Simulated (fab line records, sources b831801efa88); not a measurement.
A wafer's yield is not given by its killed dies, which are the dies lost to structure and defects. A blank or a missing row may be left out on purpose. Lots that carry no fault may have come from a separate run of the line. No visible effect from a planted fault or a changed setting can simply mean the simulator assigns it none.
Which of the tools did it?	flow sky130	6 lots, 18 wafers sampled, at 3 steps of a route of 708

WHAT THE GAUGES READ, wafer by wafer
SKY_POLY_GATE_OVL_MEAS_14.
lot	measured	on	POLY_GATE_OVL (nm)
L638	day 19 10:09	overlay-01	0 -1 7
L641	day 20 13:38	overlay-01	3 -1 5
L645	day 22 10:10	overlay-01	6 -1 -7
L647	day 22 21:00	overlay-01	3 1 -7
L650	day 24 00:50	overlay-02	2 2 -10
L652	day 24 14:36	overlay-01	1 -1 1

WHAT TOOL EACH LOT RAN ON (gives the tool, then ch and the chambers of the sampled wafers, and finally the start)
lot	SKY_VT_ADJUST_NCORE_STRIP_10	SKY_RES_PROTECT_DEVELOP_06
L638	plasma_asher-04 ch 0,1, day 11 01:53	litho_track-03 ch 0, day 18 00:52
L641	plasma_asher-03 ch 0,1, day 12 01:14	litho_track-03 ch 0, day 19 02:53
L645	plasma_asher-04 ch 0,1, day 13 06:10	litho_track-01 ch 0, day 21 00:29
L647	plasma_asher-04 ch 0,1, day 13 19:45	litho_track-03 ch 0, day 21 12:19
L650	plasma_asher-04 ch 0,1, day 14 18:20	litho_track-01 ch 0, day 22 16:50
L652	plasma_asher-01 ch 0,1, day 15 09:26	litho_track-03 ch 0, day 23 06:37
- SKY_VT_ADJUST_NCORE_STRIP_10: strips in O2/N2.
- SKY_RES_PROTECT_DEVELOP_06: develop time 60 s.

THE ANSWER, worked out from the rows above alone
Rule: the usual values come from the lots themselves. The widest of any qualifying gaps counts: lots, ordered by their means at a reading, are off when they make up no more than a third of the lots, leave a main group of 4 or more, and stand apart from it by 3 or more times the standard deviation of that group's means. A main group is skipped when, at the precision printed for the reading in the tables above, its means are all equal. Also off: a lot with no number at a reading for which 4 or more lots have one. The other lots that the step has rows for count as sound.
Nothing can be told from this: no lot is off at any reading shown.

WHAT THE SIMULATOR HAD INSERTED
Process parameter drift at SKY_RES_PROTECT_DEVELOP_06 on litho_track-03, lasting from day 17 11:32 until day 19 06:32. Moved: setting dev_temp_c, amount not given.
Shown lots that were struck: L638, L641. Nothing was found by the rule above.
